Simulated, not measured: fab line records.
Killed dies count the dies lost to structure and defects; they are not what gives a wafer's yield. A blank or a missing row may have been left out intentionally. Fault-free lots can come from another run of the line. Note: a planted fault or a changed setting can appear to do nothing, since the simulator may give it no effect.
A struck lot beside a sound one || flow sky130 || 31 steps out of a route of 708
Sound: wafers L514.4, L514.5, L514.6. Struck: wafers L526.1, L526.6. (L526.4 of the same lot was not struck and is left out.) The cause comes at the end.
Order at every step that has rows: each side's tool, ch and its chambers, its first start. Under that, the readings that differ: sound wafers || struck wafers || difference of the means || sigmas: that difference in standard deviations of wafers without a fault.
alike: a reading whose means differ by less than 2 such deviations, as well as words and numbers matching on both sides. not compared: withheld readings; readings where some wafer has no value; bounds like >300 that might hide an equal value; numbers whose values overlap and for which the record gives no deviation.
The two part at a step that has a row with sigmas, a row that says differs or no value, or rows on one side only. Non-overlapping numbers with no deviation appear without sigmas and do not part them. Lack of a reading on every wafer of one side parts them only where that side has two or more wafers.

SKY_LI_CONTACT_OVL_MEAS_13:
  sound on overlay-02, day 31 04:53; struck on overlay-01, day 34 19:01
  alike: LI_CONTACT_OVL
SKY_LI_CONTACT_ETCH_14: etches BARC in N2/H2, stops on SiO2, time 45.9 s, target depth 60 nm.
  sound on rie diel-04 ch 1,2,3, day 31 04:55; struck on rie diel-04 ch 0,1, day 34 19:04
  alike: drypump motor current A, oes product au, throttle valve pct
  not compared: rf hours counter h
SKY_LI_CONTACT_ETCH_15: etches PSG in C4F8/O2/Ar, stops on Si, target depth 600 nm.
  sound on rie diel-04 ch 1,2,3, day 31 04:57; struck on rie diel-04 ch 0,1, day 34 19:06
  alike: oes product au
SKY_LI_CONTACT_STRIP_16: strips in O2/N2.
  sound on plasma asher-03 ch 0,1, day 31 05:04; struck on plasma asher-04 ch 1, day 34 19:11
  alike: drypump motor current A, oes product au, strip time to endpoint s
  not compared: rf hours counter h
then, 3 steps without rows for these wafers: SKY_LI_CONTACT_CLEAN_17 (cleans in NMP, time 600 s); SKY_LI_CONTACT_PRE_CLEAN_18 (time 5.6 s); SKY_LI_CONTACT_SPUTTER_19 (material Ti, target thk 20 nm, time 106.37 s).
SKY_LI_CONTACT_SPUTTER_20: material TiN, target thk 20 nm, time 80 s.
  sound on pvd sputter-04, day 31 05:25; struck on pvd sputter-04, day 34 19:34
  alike: cathode dc power W, throttle valve pct
then, 1 step without rows for these wafers: SKY_LI_CONTACT_CVD_21 (deposits W, target thk 400 nm, time 120.56 s).
SKY_LI_CONTACT_RS_MEAS_22: a four-point-probe measurement.
  sound on film metro-02, day 31 05:39; struck on film metro-03, day 34 19:44
  alike: LI_CONTACT_W_RS
SKY_LI_CONTACT_THK_MEAS_23: measures by xrf.
  sound on film metro-02, day 31 05:44; struck on film metro-03, day 34 19:52
  alike: LI_CONTACT_W_THK
then, 1 step without rows for these wafers: SKY_LI_CONTACT_CMP_24 (polishes, stops on PSG, t overpolish 20 s, target thk 0 nm).
SKY_LOCAL_INTERCONNECT_SPUTTER_00: material TiN, target thk 100 nm, time 83.3 s.
  sound on pvd sputter-02, day 31 06:04; struck on pvd sputter-02, day 34 20:13
{"reading": "model.TiN_of_LOCAL_INTERCONNECT_SPUTTER_00.thk nm (nm)", "sound": "98.69 99.3 98.93", "struck": "90.16 90.66", "difference": -8.56, "sigmas": ""}
  alike: cathode dc power W, throttle valve pct
SKY_LOCAL_INTERCONNECT_RS_MEAS_01: a four-point-probe measurement.
  sound on film metro-02, day 31 06:12; struck on film metro-02, day 34 20:17
{"reading": "LOCAL_INTERCONNECT_TIN_RS (ohm/sq)", "sound": "14.32 14.22 14.28", "struck": "15.75 15.65", "difference": "+1.43", "sigmas": "+9"}
SKY_LOCAL_INTERCONNECT_THK_MEAS_02: measures by xrf.
  sound on film metro-02, day 31 06:17; struck on film metro-02, day 34 20:25
{"reading": "LOCAL_INTERCONNECT_TIN_THK (nm)", "sound": "97.7 98.2 97.9", "struck": "88.6 89.1", "difference": -9.1, "sigmas": -8}
then, 8 steps without rows for these wafers: SKY_LOCAL_INTERCONNECT_DEHYDRATE_03 (time 60 s); SKY_LOCAL_INTERCONNECT_HMDS_04 (prime time 60 s); SKY_LOCAL_INTERCONNECT_COAT_05 (resist thk 60 nm); SKY_LOCAL_INTERCONNECT_COAT_06 (resist thk 450 nm); SKY_LOCAL_INTERCONNECT_SOFTBAKE_07 (time 90 s); SKY_LOCAL_INTERCONNECT_EXPOSE_08 (exposes mask LI1M, target cd 170 nm); SKY_LOCAL_INTERCONNECT_PEB_09; SKY_LOCAL_INTERCONNECT_DEVELOP_10 (develop time 60 s).
SKY_LOCAL_INTERCONNECT_CD_MEAS_11 targets a cd of 170 nm.
  sound on cd sem-01, day 32 09:52; struck on cd sem-01, day 35 23:43
  alike: cd nm
SKY_LOCAL_INTERCONNECT_OVL_MEAS_12:
  sound on overlay-01, day 32 09:56; struck on overlay-01, day 35 23:50
  alike: LOCAL_INTERCONNECT_OVL
then, 1 step without rows for these wafers: SKY_LOCAL_INTERCONNECT_ETCH_13 (etches BARC in N2/H2, stops on SiO2, time 45.9 s, target depth 60 nm).
SKY_LOCAL_INTERCONNECT_METAL_ETCH_14: etches TiN in Cl2/BCl3, stops on PSG, target depth 110 nm, time 31.4 s.
  sound on rie metal-03 ch 0,1, day 32 10:02; struck on rie metal-03 ch 1, day 35 23:56
{"reading": "oes product au (a.u.)", "sound": "0.937 0.935 0.942", "struck": "0.887 0.890", "difference": -0.049, "sigmas": -7}
{"reading": "throttle valve pct (%)", "sound": "21.908 21.908 21.904", "struck": "21.923 21.939", "difference": "+0.024", "sigmas": "+2"}
  alike: drypump motor current A
  not compared: rf hours counter h
SKY_LOCAL_INTERCONNECT_STRIP_15: strips in O2/N2.
  sound on plasma asher-04 ch 0,1, day 32 10:07; struck on plasma asher-01 ch 0,1, day 35 23:59
  alike: drypump motor current A, oes product au, strip time to endpoint s
  not compared: rf hours counter h
SKY_LOCAL_INTERCONNECT_STRIP_16: strips in post etch residue remover, time 1200 s.
  sound on wet bench-01 ch 3, day 32 10:10; struck on wet bench-03 ch 1, day 36 00:05
{"reading": "model.TiN_of_LOCAL_INTERCONNECT_SPUTTER_00.thk nm (nm)", "sound": "98.26 98.87 98.51", "struck": "89.74 90.24", "difference": -8.56, "sigmas": ""}
then, 1 step without rows for these wafers: SKY_LOCAL_INTERCONNECT_CLEAN_17 (cleans in IPA, time 180 s).
-- the record jumps here: 14 days lie between the struck wafers' starts before and after (it left off in module LOCAL_INTERCONNECT and takes up again in module PAD_OPEN, whose first step shown is number 708 of the route) --
SKY_PAD_OPEN_PROBE_99:
  sound on prober-02, day 47 09:53; struck on prober-01, day 49 21:41
{"reading": "model.etest.res li.line ohm um", "sound": "76.35 75.29 75.11", "struck": "83.36 82.96", "difference": "+7.58", "sigmas": ""}
{"reading": "model.etest.res li.rs ohm sq", "sound": "12.96 12.8 12.96", "struck": "14.22 14.06", "difference": "+1.23", "sigmas": ""}
  alike: killed_at_M0_to_M3, killed_at_M4_up, killed at contacts, killed at front end, killed at other, killed dies, killed open, killed short

WHERE THEY PART
Earliest at SKY_LOCAL_INTERCONNECT_RS_MEAS_01; latest, in this record, at SKY_LOCAL_INTERCONNECT_METAL_ETCH_14. Later steps at which nothing parts them and some readings are alike: SKY_LOCAL_INTERCONNECT_STRIP_15, SKY_PAD_OPEN_PROBE_99.

WHY: what had been put in by the simulator
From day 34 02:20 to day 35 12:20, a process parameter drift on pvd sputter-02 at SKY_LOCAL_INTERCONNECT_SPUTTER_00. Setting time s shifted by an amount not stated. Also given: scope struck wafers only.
